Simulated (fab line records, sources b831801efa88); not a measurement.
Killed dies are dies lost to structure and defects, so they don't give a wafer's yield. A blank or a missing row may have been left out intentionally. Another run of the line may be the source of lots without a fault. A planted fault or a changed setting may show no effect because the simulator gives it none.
Problem report in the 8D (eight disciplines) form, filled by code | flow sky130 | the parts of the form that need people (team, actions taken, sign-off) are left out

== 1. WHAT IS WRONG ==
Mean of run_length_s at SKY_FIELD_ISO_ETCH_17: 133.3 s across 2 wafers in 2 lots; on wafers with no fault it is 126.1 s (standard deviation 0.33). That puts it +22 standard deviations away from the usual mean.
The step: etches Si in HBr/Cl2/O2, target depth 342 nm, time 97.7 s.
Earliest sighting: wafer L812.2 on rie_si-02 at day 5 08:01. Wafers with a number at this step in the record: 18, from 6 lots. By rule, "out" or "out of limits" means more than 4 standard deviations away from the usual mean. The other wafers with a number count as sound.

== 2. WHAT IT IS AND WHAT IT IS NOT ==
question                    | is               | is not
which readings at this step | run_length_s     | drypump_motor_current_A, oes_product_au, throttle_valve_pct
which lots                  | L812, L815       | L799, L808, L817, L821
which wafers of those lots  | L812.2, L815.3   | L812.3, L812.5, L815.4, L815.5
read on which tools         | rie_si-02        | rie_si-01
when                        | from day 5 08:01 | up to then (8 sound wafers); but 8 sound wafers of L815, L817, L821 came after

== 3. THE SUSPECTS, EACH WITH WHAT RULES IT OUT ==
Counting: if a tool at a process step up to the reading ran every lot that is out, it stays a suspect. Sound lots after the first of them don't rule it out here, since some wafers of a struck lot are sound.
- plasma_asher-03 at SKY_FIELD_ISO_STRIP_16 (strips in O2/N2): kept. It ran every lot that is out, first L812 (day 5 07:55).
- rie_si-02 at SKY_FIELD_ISO_ETCH_17 (etches Si in HBr/Cl2/O2, target depth 342 nm, time 97.7 s): kept. It processed each lot that is out (first: L812, day 5 08:01); up to then, its last sound lot is L808 (day 4 09:29). Its own run_length_s readings are out on those wafers.
- Within rie_si-02 at SKY_FIELD_ISO_ETCH_17: the wafers that are out ran in chamber 0; their sound lot-mates ran in chambers 1, 2, 3.
The count leaves rie_si-02 at SKY_FIELD_ISO_ETCH_17 and plasma_asher-03 at SKY_FIELD_ISO_STRIP_16.

== 4. THE CAUSE (what the simulator had put in) ==
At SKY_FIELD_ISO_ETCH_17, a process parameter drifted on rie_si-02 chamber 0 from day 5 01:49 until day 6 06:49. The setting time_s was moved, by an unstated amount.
Counting left 2 suspects, and this tool is among them.

== 5. SEQUENCE OF EFFECTS, ordered by route ==
Rows list readings where the struck wafers' mean (over those with a number) sits beyond 3 standard deviations from the usual. Only readings for which the record gives a usual standard deviation are gone through. hours: the time from each lot's start at the first step in this table that gives one to its start at this step, as a median over the lots. sigmas: the change in usual standard deviations.
hours | step                  | reading      | usual   | on struck wafers | change | sigmas
0     | SKY_FIELD_ISO_ETCH_17 | run_length_s | 126.1 s | 133.3            | +7.2   | +22
Here are the process steps it includes:
- SKY_FIELD_ISO_ETCH_17: etches Si in HBr/Cl2/O2, target depth 342 nm, time 97.7 s.

== 6. WHAT WOULD HAVE CAUGHT IT SOONER ==
In this record the first reading out of limits was taken at day 5 08:01, 6 hours after the fault began at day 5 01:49.
